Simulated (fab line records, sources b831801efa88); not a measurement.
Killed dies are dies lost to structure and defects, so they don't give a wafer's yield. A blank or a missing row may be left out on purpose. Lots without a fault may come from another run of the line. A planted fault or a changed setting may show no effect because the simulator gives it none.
A struck lot beside a sound one | flow sky130 | 19 steps out of a route of 708
Sound: wafers L287.2, L287.3, L287.6. Struck: wafers L308.1, L308.3, L308.4. The cause comes at the end.
At each step with rows: each side's tool, then ch and its chambers, then its first start. Under that, the readings that differ: sound wafers | struck wafers | difference of the means | sigmas: that difference in standard deviations of wafers without a fault.
alike: readings whose means differ by less than 2 such deviations, and words and numbers that are the same on both sides. not compared: withheld readings, readings that some wafer has no value for, bounds like >300 that may hide the same value, and numbers for which the record gives no deviation and whose values overlap.
The two part at a step that has a row with sigmas, a row that says differs or no value, or rows on one side only. Numbers that don't overlap but have no deviation are shown without sigmas and don't part them. A reading that every wafer of one side lacks parts them only if that side has two wafers or more.

first, 1 step without rows for these wafers: SKY_GATE_OXIDE_DEVELOP_09 (develop time 60 s).
SKY_GATE_OXIDE_OVL_MEAS_10:
  sound on overlay-02, day 14 02:44; struck on overlay-02, day 21 15:25
  alike: GATE_OXIDE_OVL
then, 2 steps without rows for these wafers: SKY_GATE_OXIDE_IMPLANT_11; SKY_GATE_OXIDE_WET_ETCH_12 (etches SiO2 in dHF, target depth 16.8 nm, time 336 s).
SKY_GATE_OXIDE_STRIP_13: strips in O2/N2.
  sound on plasma_asher-01 ch 0,1, day 14 03:01; struck on plasma_asher-02 ch 0,1, day 21 15:43
  alike: drypump_motor_current_A, o2_flow_sccm, oes_product_au, strip_time_to_endpoint_s
  not compared: rf_hours_counter_h
SKY_GATE_OXIDE_TW_MEAS_14:
  sound on film_metro-01, day 14 03:07; struck on film_metro-02, day 21 15:49
  reading       | sound             | struck            | difference | sigmas
  GATE_OXIDE_TW | 224.2 224.4 224.2 | 219.3 219.4 220.9 | -4.4       | -2
then, 3 steps without rows for these wafers: SKY_GATE_OXIDE_CLEAN_15 (cleans in SC1/SC2, time 150 s); SKY_GATE_OXIDE_OXIDATION_16 (stabilise 600 s, purge 300 s, target thk 3.57 nm); SKY_POLY_GATE_CVD_00 (deposits poly-Si, target thk 180 nm, time 720 s).
SKY_POLY_GATE_THK_MEAS_01:
  sound on film_metro-01, day 14 07:07; struck on film_metro-04, day 21 18:39
  reading                   | sound             | struck            | difference | sigmas
  POLY_GATE_CVD_00_THK (nm) | 182.3 181.8 182.8 | 176.8 178.1 177.3 | -4.9       | -3
then, 2 steps without rows for these wafers: SKY_RES_PROTECT_DEHYDRATE_00 (time 60 s); SKY_RES_PROTECT_HMDS_01 (prime time 60 s).
SKY_RES_PROTECT_COAT_02: resist thk 1140 nm.
  sound on litho_track-03 ch 0, day 14 20:17; struck on litho_track-04 ch 0, day 22 09:19
  reading              | sound                | struck               | difference | sigmas
  spin_speed_rpm (rpm) | 3001.8 2998.1 2999.3 | 2949.5 2949.6 2950.7 | -49.8      | -23
  not compared: model.NOVOLAK_of_RES_PROTECT_COAT_02.thk_nm
then, 3 steps without rows for these wafers: SKY_RES_PROTECT_SOFTBAKE_03 (time 60 s); SKY_RES_PROTECT_EXPOSE_04 (exposes mask RPM, target cd 1270 nm); SKY_RES_PROTECT_PEB_05.
SKY_RES_PROTECT_DEVELOP_06: develop time 60 s.
  sound on litho_track-01 ch 0, day 15 10:10; struck on litho_track-03 ch 0, day 23 01:01
  reading                                          | sound          | struck         | difference | sigmas
  model.NOVOLAK_of_RES_PROTECT_COAT_02.thk_nm (nm) | 1146 1137 1146 | 1147 1152 1149 | +6         |
then, 1 step without rows for these wafers: SKY_POLY_GATE_IMPLANT_02.
-- the record jumps here: 28 days lie between the struck wafers' starts before and after (it left off in module POLY_GATE and takes up again in module PAD_OPEN, whose first step shown is number 708 of the route) --
SKY_PAD_OPEN_PROBE_99:
  sound on prober-01, day 46 03:48; struck on prober-02, day 50 17:27
  alike: killed_at_M0_to_M3, killed_at_M4_up, killed_at_contacts, killed_at_front_end, killed_at_other, killed_dies, killed_on_rim, killed_open, killed_short

WHERE THEY PART
First at SKY_GATE_OXIDE_TW_MEAS_14; last, within this record, at SKY_RES_PROTECT_COAT_02. Later steps at which nothing parts them and some readings are alike: SKY_PAD_OPEN_PROBE_99.

WHY: what the simulator had put in
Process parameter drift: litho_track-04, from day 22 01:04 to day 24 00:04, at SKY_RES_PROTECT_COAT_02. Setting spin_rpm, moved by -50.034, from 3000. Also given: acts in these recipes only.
